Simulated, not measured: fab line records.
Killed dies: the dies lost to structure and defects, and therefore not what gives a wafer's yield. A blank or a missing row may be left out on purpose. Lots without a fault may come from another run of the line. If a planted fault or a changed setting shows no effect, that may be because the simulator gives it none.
Struck lot and sound lot, side by side -- flow sky130 -- 15 steps out of a route of 708
Sound: the wafers L960.1, L960.4, L960.6. Struck: wafers L950.1, L950.3, L950.5. The cause is named last.
Order at every step that has rows: each side's tool, ch and its chambers, its first start. Under that, the readings that differ: sound wafers -- struck wafers -- difference of the means -- sigmas: that difference in standard deviations of wafers without a fault.
alike: readings with means less than 2 such deviations apart, plus words and numbers identical on both sides. not compared: withheld readings, readings lacking a value on some wafer, bounds such as >300 that could conceal the same value, and numbers that have no deviation in the record and whose values overlap.
Wherever a step has rows on one side only, a row that says differs or no value, or a row with sigmas, the two part there. Numbers that don't overlap but have no deviation are shown without sigmas and don't part them. A reading missing from all wafers of one side parts the sides only when that side holds two or more wafers.

SKY_VIA1_CMP_24: polishes, stops on SiO2, t overpolish 16.01 s, target thk 0 nm.
  sound on cmp-02 ch 0,1, day 39 12:22; struck on cmp-02 ch 1,2, day 36 18:50
  alike: headPressurePsi, motorCurrentA, overpolishRunS, timeToEndpointS
SKY_METAL2_SPUTTER_00: material Ti, target thk 15 nm, time 10 s.
  sound on pvdSputter-01, day 39 12:40; struck on pvdSputter-01, day 36 19:05
  alike: cathodeDcPowerW, throttleValvePct
then, 1 step without rows for these wafers: SKY_METAL2_SPUTTER_01 (material TiN, target thk 20 nm, time 16.7 s).
SKY_METAL2_SPUTTER_02: material AlCu, target thk 250 nm, time 13.3 s.
  sound on pvdSputter-01, day 39 12:43; struck on pvdSputter-01, day 36 19:07
  alike: cathodeDcPowerW, throttleValvePct
SKY_METAL2_SPUTTER_03: material Ti, target thk 5 nm, time 3.3 s.
  sound on pvdSputter-01, day 39 12:44; struck on pvdSputter-01, day 36 19:09
  alike: cathodeDcPowerW, throttleValvePct
SKY_METAL2_SPUTTER_04: material TiN, target thk 70 nm, time 58.3 s.
  sound on pvdSputter-01, day 39 12:45; struck on pvdSputter-01, day 36 19:10
  alike: cathodeDcPowerW, throttleValvePct
SKY_METAL2_RS_MEAS_05: a four-point-probe measurement.
  sound on filmMetro-03, day 39 12:48; struck on filmMetro-01, day 36 19:13
  alike: METAL2_ALCU_RS
SKY_METAL2_THK_MEAS_06: measures by xrf.
  sound on filmMetro-03, day 39 12:55; struck on filmMetro-01, day 36 19:20
  alike: METAL2_ALCU_THK
then, 4 steps without rows for these wafers: SKY_METAL2_DEHYDRATE_07 (time 60 s); SKY_METAL2_HMDS_08 (prime time 60 s); SKY_METAL2_COAT_09 (resist thk 60 nm); SKY_METAL2_COAT_10 (resist thk 450 nm).
SKY_METAL2_SOFTBAKE_11: time 90 s.
  sound on lithoTrack-03 ch 0, day 40 00:00; struck on lithoTrack-03 ch 0, day 37 07:00
reading,sound,struck,difference,sigmas
heaterPowerTotalW (W),57.53 57.41 57.31,58.09 58.32 58.14,+0.77,+7
plateTempC (C),99.88 100.07 100.07,101.05 101.07 101.22,+1.11,+9
then, 1 step without rows for these wafers: SKY_METAL2_EXPOSE_12 (exposes mask MM2, target cd 140 nm).
SKY_PAD_OPEN_PROBE_99:
  the record has rows for the sound wafers here (prober-02, day 49 22:13) and none for the struck ones

## WHERE THEY PART
First at SKY_METAL2_SOFTBAKE_11; last, within this record, at SKY_PAD_OPEN_PROBE_99.

WHY: whatever the simulator had introduced
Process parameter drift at SKY_METAL2_SOFTBAKE_11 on lithoTrack-03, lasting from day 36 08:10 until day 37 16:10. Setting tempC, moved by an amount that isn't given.
